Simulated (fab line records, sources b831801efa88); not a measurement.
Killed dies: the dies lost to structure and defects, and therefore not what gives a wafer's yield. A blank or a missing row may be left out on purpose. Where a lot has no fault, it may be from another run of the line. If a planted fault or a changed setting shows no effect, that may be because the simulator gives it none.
Struck lot and sound lot, side by side / flow gf180mcu / 14 out of 602 route steps
Sound: these wafers, L671.2, L671.4, L671.5. Wafers struck: L663.2, L663.4, L663.6. The cause is given at the end.
Order at every step that has rows: each side's tool, ch and its chambers, its first start. Under that, the readings that differ: sound wafers / struck wafers / difference of the means / sigmas: that difference in standard deviations of wafers without a fault.
alike: a reading whose means differ by less than 2 such deviations, as well as words and numbers matching on both sides. not compared: withheld readings; readings where some wafer has no value; bounds like >300 that might hide an equal value; numbers whose values overlap and for which the record gives no deviation.
The two part at a step that has a row with sigmas, a row that says differs or no value, or rows on one side only. Numbers that have no deviation but don't overlap get no sigmas and don't part them. A reading that every wafer of one side lacks parts them only if that side has two wafers or more.

first, 1 step without rows for these wafers: GF_HV_LDD_DEVELOP_18 (develop time 60 s).
GF_HV_LDD_CD_MEAS_19: the cd target is 400 nm.
  sound on cd sem-02 at day 16 23:15; struck on cd sem-01 at day 14 13:55
  alike: cd nm
GF_HV_LDD_OVL_MEAS_20:
  sound on overlay-01 at day 16 23:22; struck on overlay-02 at day 14 14:01
  alike: HV_LDD_01_OVL
following that, these wafers have no rows for 1 step: GF_HV_LDD_IMPLANT_21.
GF_HV_LDD_STRIP_22: strips in O2/N2.
  sound on plasma asher-03 ch 1, day 16 23:32; struck on plasma asher-03 ch 0, day 14 14:12
reading=heater power w (W); sound=331 330 321; struck=266 263 261; difference=-64; sigmas=-2
reading=strip time to endpoint s (s); sound=12.66 12.68 12.68; struck=12.57 12.59 12.59; difference=-0.09; sigmas=-3
  alike: drypump motor current A, oes product au
  not compared: rf hours counter h
GF_HV_LDD_TW_MEAS_23:
  sound on film metro-04 at day 16 23:39; struck on film metro-04 at day 14 14:19
  alike: HV_LDD_2_TW
then, 6 steps without rows for these wafers: GF_HV_LDD_DEHYDRATE_24 (time 60 s); GF_HV_LDD_HMDS_25 (prime time 60 s); GF_HV_LDD_COAT_26 (resist thk 1000 nm); GF_HV_LDD_SOFTBAKE_27 (time 60 s); GF_HV_LDD_EXPOSE_28 (exposes mask Nplus HV AREA, target cd 400 nm); GF_HV_LDD_PEB_29.
GF_HV_LDD_DEVELOP_30: develop time 60 s.
  struck on litho track-01, day 15 11:37; sound on litho track-04 ch 0, day 17 22:34
  no value came back on the struck wafers for chill plate temp C (C), develop time s (s), resist line temp C (C); on the sound wafers chill plate temp C (C) reads 22.98 22.96 23.06
GF_HV_LDD_CD_MEAS_31: the cd target is 400 nm.
  sound on cd sem-02 at day 17 22:44; struck on cd sem-02 at day 15 11:46
reading=cd nm (nm); sound=399.2 398.8 399.1; struck=- - -; difference=no value on the struck wafers; sigmas=

## WHERE THEY PART
Earliest at GF_HV_LDD_STRIP_22; latest, in this record, at GF_HV_LDD_CD_MEAS_31.

WHY: what the simulator had put in
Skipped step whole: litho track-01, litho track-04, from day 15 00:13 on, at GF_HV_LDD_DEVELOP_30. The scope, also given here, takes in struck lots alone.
